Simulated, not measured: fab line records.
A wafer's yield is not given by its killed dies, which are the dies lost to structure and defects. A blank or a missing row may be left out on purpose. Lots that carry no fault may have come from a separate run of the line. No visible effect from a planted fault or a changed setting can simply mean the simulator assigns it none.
Which of the tools did it? | flow sky130 | 30 wafers from 10 lots sampled at 3 of the route's 708 steps

== WHAT THE GAUGES SHOWED, per wafer ==
SKY_METAL2_OVL_MEAS_16.
lot  | measured     | on         | METAL2_OVL (nm)
L188 | day 35 19:28 | overlay-02 | -6 -1 -3
L189 | day 36 06:17 | overlay-01 | 1 2 -5
L194 | day 37 15:34 | overlay-02 | 6 -4 -3
L193 | day 37 19:58 | overlay-02 | 0 -1 -8
L198 | day 39 07:13 | overlay-01 | 2 1 6
L199 | day 39 08:19 | overlay-01 | -3 -7 -6
L201 | day 39 14:14 | overlay-01 | -6 1 -3
L205 | day 40 12:47 | overlay-02 | -6 -5 -7
L206 | day 40 14:44 | overlay-02 | 3 1 -4
L211 | day 42 00:25 | overlay-01 | -10 -2 5

== WHAT TOOL EACH LOT RAN ON (gives the tool, then ch and the chambers of the sampled wafers, and finally the start) ==
lot  | SKY_VIA1_CVD_21               | SKY_VIA1_CMP_24
L188 | cvd-w-02 ch 1, day 34 16:11   | cmp-02 ch 0,1,2, day 34 16:30
L189 | cvd-w-01 ch 0,1, day 35 02:58 | cmp-01 ch 0,1,3, day 35 03:21
L194 | cvd-w-01 ch 0,1, day 36 12:17 | cmp-02 ch 0,1,3, day 36 12:42
L193 | cvd-w-02 ch 0,1, day 36 17:26 | cmp-02 ch 1,2,3, day 36 17:46
L198 | cvd-w-02 ch 0,1, day 38 04:44 | cmp-01 ch 0,2,3, day 38 05:06
L199 | cvd-w-02 ch 0,1, day 38 06:47 | cmp-01 ch 0,2, day 38 07:03
L201 | cvd-w-01 ch 0,1, day 38 13:10 | cmp-02 ch 0,2,3, day 38 13:27
L205 | cvd-w-01 ch 0,1, day 39 10:43 | cmp-01 ch 0,1,2, day 39 10:59
L206 | cvd-w-01 ch 0,1, day 39 12:51 | cmp-01 ch 0,1,3, day 39 13:14
L211 | cvd-w-02 ch 0,1, day 40 23:51 | cmp-02 ch 0,1,2, day 41 00:10
- SKY_VIA1_CVD_21: deposits W, target thk 270 nm, time 80.902 s.
- SKY_VIA1_CMP_24: polishes, stops on SiO2, t overpolish 15 s, target thk 0 nm.

== THE ANSWER, worked out from the rows above alone ==
Rule: what is usual is taken from the lots themselves. The widest of any qualifying gaps counts: lots, ordered by their means at a reading, are off when they make up no more than a third of the lots, leave a main group of 4 or more, and stand apart from it by 3 or more times the standard deviation of that group's means. A main group is skipped when, at the precision printed for the reading in the tables above, its means are all equal. Also off: a lot with no number at a reading for which 4 or more lots have one. The other lots that the step has rows for count as sound.
Across all readings shown, no lot is off: no conclusion can be drawn from this.

== WHAT HAD BEEN PUT IN BY THE SIMULATOR ==
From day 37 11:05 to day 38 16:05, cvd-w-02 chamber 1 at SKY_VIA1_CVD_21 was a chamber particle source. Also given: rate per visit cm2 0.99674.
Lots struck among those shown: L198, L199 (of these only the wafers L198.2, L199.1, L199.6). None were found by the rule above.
